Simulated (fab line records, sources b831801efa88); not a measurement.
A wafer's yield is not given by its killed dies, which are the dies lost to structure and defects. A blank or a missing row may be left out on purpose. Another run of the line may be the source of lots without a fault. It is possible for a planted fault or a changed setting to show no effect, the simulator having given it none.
A lot that was struck, set against a sound lot + flow sky130 + 15 steps out of a route of 708
Sound: the wafers L327.3, L327.4, L327.5. Wafers struck: L326.3, L326.4, L326.6. The cause comes at the end.
For every step that has rows: the tool of each side, followed by ch and its chambers, followed by its first start. Under that, the readings that differ: sound wafers + struck wafers + difference of the means + sigmas: that difference in standard deviations of wafers without a fault.
alike: readings with means less than 2 such deviations apart, plus words and numbers identical on both sides. not compared: withheld readings, readings lacking a value on some wafer, bounds such as >300 that could conceal the same value, and numbers that have no deviation in the record and whose values overlap.
The two part at a step that has a row with sigmas, a row that says differs or no value, or rows on one side only. When numbers do not overlap yet have no deviation, they are printed without sigmas and do not part them. Lack of a reading on every wafer of one side parts them only where that side has two or more wafers.

SKY_VIA2_ETCH_14: etches BARC in N2/H2, stops on SiO2, time 45.9 s, target depth 60 nm.
  sound on rie-diel-01 ch 1,2, day 41 14:13; struck on rie-diel-01 ch 1,3, day 41 10:40
  alike: drypump-motor-current-A, oes-product-au, rf-fwd-power-W, throttle-valve-pct
  not compared: rf-hours-counter-h
SKY_VIA2_ETCH_15: etches SiO2 in C4F8/O2/Ar, stops on TiN, target depth 546 nm, time 84 s.
  sound on rie-diel-01 ch 1,2, day 41 14:16; struck on rie-diel-01 ch 1,3, day 41 10:43
  alike: oes-product-au, rf-fwd-power-W
  not compared: rf-hours-counter-h
SKY_VIA2_STRIP_16: strips in O2/N2.
  sound on plasma-asher-04 ch 0,1, day 41 14:22; struck on plasma-asher-02 ch 0,1, day 41 10:49
  alike: drypump-motor-current-A, oes-product-au, strip-time-to-endpoint-s
  not compared: rf-hours-counter-h
then, 5 steps without rows for these wafers: SKY_VIA2_STRIP_17 (strips in post etch residue remover, time 1200 s); SKY_VIA2_CLEAN_18 (cleans in IPA, time 180 s); SKY_VIA2_CLEAN_19 (cleans in O3/DIW); SKY_VIA2_SPUTTER_20 (material TiN, target thk 20 nm, time 80 s); SKY_VIA2_CVD_21 (deposits W, target thk 420 nm, time 126.4 s).
SKY_VIA2_RS_MEAS_22: a four-point-probe measurement.
  sound on film-metro-03, day 41 15:33; struck on film-metro-03, day 41 11:37
  alike: VIA2_W_RS
SKY_VIA2_THK_MEAS_23: measures by xrf.
  sound on film-metro-03, day 41 15:39; struck on film-metro-03, day 41 11:43
  alike: VIA2_W_THK
SKY_VIA2_CMP_24: polishes, stops on SiO2, t overpolish 20 s, target thk 0 nm.
  sound on cmp-01 ch 0,3, day 41 15:41; struck on cmp-02 ch 0,3, day 41 11:49
  alike: motor-current-A, overpolish-run-s, time-to-endpoint-s
then, 1 step without rows for these wafers: SKY_METAL3_SPUTTER_00 (material Ti, target thk 15 nm, time 10 s).
SKY_METAL3_SPUTTER_01: material TiN, target thk 20 nm, time 16.7 s.
  sound on pvd-sputter-04, day 41 16:01; struck on pvd-sputter-04, day 41 12:05
  no value came back on the struck wafers for cathode-dc-power-W (W), chamber-pressure-pa (Pa), throttle-valve-pct (%); on the sound wafers cathode-dc-power-W (W) reads 6501.7 6500.1 6501.1
SKY_METAL3_SPUTTER_02: material AlCu, target thk 735 nm, time 39.1 s.
  sound on pvd-sputter-04, day 41 16:02; struck on pvd-sputter-04, day 41 12:07
  alike: cathode-dc-power-W, chamber-pressure-pa, throttle-valve-pct
-- the record jumps here: 8 days lie between the struck wafers' starts before and after (it left off in module METAL3 and takes up again in module PAD_OPEN, whose first step shown is number 708 of the route) --
SKY_PAD_OPEN_PROBE_99:
  sound on prober-02, day 49 22:53; struck on prober-01, day 49 17:23
| reading                      | sound                   | struck                 | difference | sigmas |
|------------------------------|-------------------------|------------------------|------------|--------|
| model.etest.met3.line-ohm-um | 0.1432 0.1413 0.1406    | 0.1482 0.1514 0.1494   | +0.0080    |        |
| model.etest.met3.rs-ohm-sq   | 0.04339 0.04219 0.04287 | 0.0454 0.04503 0.04528 | +0.0024    |        |
  alike: defect-limited-yield, killed_at_M0_to_M3, killed_at_M4_up, killed-at-contacts, killed-at-front-end, killed-at-other, killed-dies, killed-on-rim, killed-open, killed-short, sort_bin_3_pad_short, sort_bin_5_function, sort_bin_6_memory, sort_bin_8_speed, sort-n-pass, sort-yield-pct
  not compared: model.etest.via2-chain.rc-ohm

WHERE THEY PART
SKY_METAL3_SPUTTER_01 only, going by this record. Later steps at which nothing parts them and some readings are alike: SKY_METAL3_SPUTTER_02, SKY_PAD_OPEN_PROBE_99.

WHY: whatever the simulator had introduced
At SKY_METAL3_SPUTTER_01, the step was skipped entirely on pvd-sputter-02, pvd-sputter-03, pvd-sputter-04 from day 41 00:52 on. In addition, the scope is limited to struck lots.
